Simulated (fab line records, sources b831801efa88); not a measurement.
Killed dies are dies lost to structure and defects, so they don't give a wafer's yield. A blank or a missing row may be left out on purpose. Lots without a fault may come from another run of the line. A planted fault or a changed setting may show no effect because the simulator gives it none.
Chamber matching | flow sfq_line | SFQ_TRILAYER_A5B_CMP_CMP_130 on cmp-01: 4 sister chambers
The step polishes, stops on Nb, target thk 340.7 nm. 4 wafers are shown with their chamber, then 8 later ones without.

WAFERS WITH THEIR CHAMBER
wafer  | chamber | motor_current_A (A)
L421.1 | 3       | 10.6
L424.2 | 1       | 12.2
L424.6 | 2       | 11.0
L428.1 | 0       | 10.7

WAFERS WITHOUT THEIR CHAMBER
wafer  | motor_current_A (A)
L428.3 | 11.3
L428.6 | 11.2
L429.1 | 10.7
L429.3 | 11.5
L429.4 | 12.7
L430.1 | 10.6
L430.2 | 10.6
L430.4 | 13.1

WHICH CHAMBER EACH WENT THROUGH
wafer  | from the rows above               | in truth
L428.3 | can't be placed: 2 or 0 or 3 or 1 | 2
L428.6 | can't be placed: 2 or 0 or 3 or 1 | 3
L429.1 | can't be placed: 0 or 3 or 2      | 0
L429.3 | can't be placed: 2 or 1 or 0 or 3 | 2
L429.4 | 1                                 | 1
L430.1 | can't be placed: 3 or 0 or 2      | 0
L430.2 | can't be placed: 3 or 0 or 2      | 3
L430.4 | 1                                 | 1
Placed correctly: 2 of 8. Can't be placed from these rows: 6 (the true chamber is among the candidates in 6). Placed wrongly: 0.
How it was worked out, from the rows above alone: a wafer's distance from a chamber is the root of the sum, over the readings, of the square of ((its reading less the chamber's mean) divided by the reading's scatter). The wafer belongs to the nearest chamber; if the next one is less than 2 further off, it can't be placed. A chamber's mean is the mean of its shown wafers. The scatter: with one shown wafer a chamber, the root of the mean of the squares of how far each hidden wafer lies from its nearest shown one.
